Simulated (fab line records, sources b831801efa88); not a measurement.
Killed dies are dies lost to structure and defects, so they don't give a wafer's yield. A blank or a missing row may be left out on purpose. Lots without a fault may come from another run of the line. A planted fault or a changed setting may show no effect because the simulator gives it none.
A struck lot beside a sound one | flow sky130 | 16 steps out of a route of 708
Sound: wafers L272.2, L272.3, L272.4. Struck: wafer L281.6. (L281.2 of the same lot was not struck and is left out.) The cause comes at the end.
At each step with rows: each side's tool, then ch and its chambers, then its first start. Under that, the readings that differ: sound wafers | struck wafers | difference of the means | sigmas: that difference in standard deviations of wafers without a fault.
alike: readings whose means differ by less than 2 such deviations, and words and numbers that are the same on both sides. not compared: withheld readings, readings that some wafer has no value for, bounds like >300 that may hide the same value, and numbers for which the record gives no deviation and whose values overlap.
The two part at a step that has a row with sigmas, a row that says differs or no value, or rows on one side only. Numbers that don't overlap but have no deviation are shown without sigmas and don't part them. A reading that every wafer of one side lacks parts them only if that side has two wafers or more.

SKY_LOCAL_INTERCONNECT_THK_MEAS_02: measures by xrf.
  sound on film_metro-02, day 30 23:08; struck on film_metro-04, day 33 19:20
  alike: LOCAL_INTERCONNECT_TIN_THK
then, 8 steps without rows for these wafers: SKY_LOCAL_INTERCONNECT_DEHYDRATE_03 (time 60 s); SKY_LOCAL_INTERCONNECT_HMDS_04 (prime time 60 s); SKY_LOCAL_INTERCONNECT_COAT_05 (resist thk 60 nm); SKY_LOCAL_INTERCONNECT_COAT_06 (resist thk 450 nm); SKY_LOCAL_INTERCONNECT_SOFTBAKE_07 (time 90 s); SKY_LOCAL_INTERCONNECT_EXPOSE_08 (exposes mask LI1M, target cd 170 nm); SKY_LOCAL_INTERCONNECT_PEB_09; SKY_LOCAL_INTERCONNECT_DEVELOP_10 (develop time 60 s).
SKY_LOCAL_INTERCONNECT_CD_MEAS_11: target cd 170 nm.
  sound on cd_sem-02, day 32 02:53; struck on cd_sem-02, day 34 21:37
  alike: cd_nm
SKY_LOCAL_INTERCONNECT_OVL_MEAS_12:
  sound on overlay-02, day 32 02:59; struck on overlay-01, day 34 21:43
  alike: LOCAL_INTERCONNECT_OVL
SKY_LOCAL_INTERCONNECT_ETCH_13: etches BARC in N2/H2, stops on SiO2, time 45.9 s, target depth 60 nm.
  sound on rie_metal-01 ch 1, day 32 03:02; struck on rie_metal-01 ch 1, day 34 21:44
  reading               | sound             | struck | difference | sigmas
  oes_product_au (a.u.) | 0.857 0.852 0.855 | 0.865  | +0.010     | +2
  alike: drypump_motor_current_A, rf_fwd_power_W, throttle_valve_pct
  not compared: rf_hours_counter_h
SKY_LOCAL_INTERCONNECT_METAL_ETCH_14: etches TiN in Cl2/BCl3, stops on PSG, target depth 110 nm, time 31.4 s.
  sound on rie_metal-01 ch 1, day 32 03:10; struck on rie_metal-01 ch 1, day 34 21:49
  reading                                                   | sound             | struck | difference | sigmas
  model.KrF-thick_of_LOCAL_INTERCONNECT_COAT_06.thk_nm (nm) | 352.6 352.2 352.1 | 340.3  | -12.0      |
  model.LOCAL_INTERCONNECT.feature_depth_nm (nm)            | 99.4 99.37 100.2  | 107.2  | +7.5       |
  model.PSG_of_LI_CONTACT_HDPCVD_00.thk_nm (nm)             | 589.6 588.2 587.7 | 582    | -6         |
  alike: drypump_motor_current_A, oes_product_au, rf_fwd_power_W, throttle_valve_pct
  not compared: rf_hours_counter_h
SKY_LOCAL_INTERCONNECT_STRIP_15: strips in O2/N2.
  sound on plasma_asher-04 ch 0,1, day 32 03:15; struck on plasma_asher-03 ch 0, day 34 21:52
  reading                      | sound             | struck | difference | sigmas
  oes_product_au (a.u.)        | 0.437 0.430 0.429 | 0.422  | -0.010     | -2
  strip_time_to_endpoint_s (s) | 4.768 4.758 4.778 | 4.637  | -0.131     | -5
  alike: drypump_motor_current_A
  not compared: rf_hours_counter_h
then, 1 step without rows for these wafers: SKY_LOCAL_INTERCONNECT_STRIP_16 (strips in post etch residue remover, time 1200 s).
SKY_PAD_OPEN_PROBE_99:
  the record has rows for the sound wafers here (prober-01, day 47 05:20) and none for the struck ones

WHERE THEY PART
First at SKY_LOCAL_INTERCONNECT_ETCH_13; last, within this record, at SKY_PAD_OPEN_PROBE_99.

WHY: what the simulator had put in
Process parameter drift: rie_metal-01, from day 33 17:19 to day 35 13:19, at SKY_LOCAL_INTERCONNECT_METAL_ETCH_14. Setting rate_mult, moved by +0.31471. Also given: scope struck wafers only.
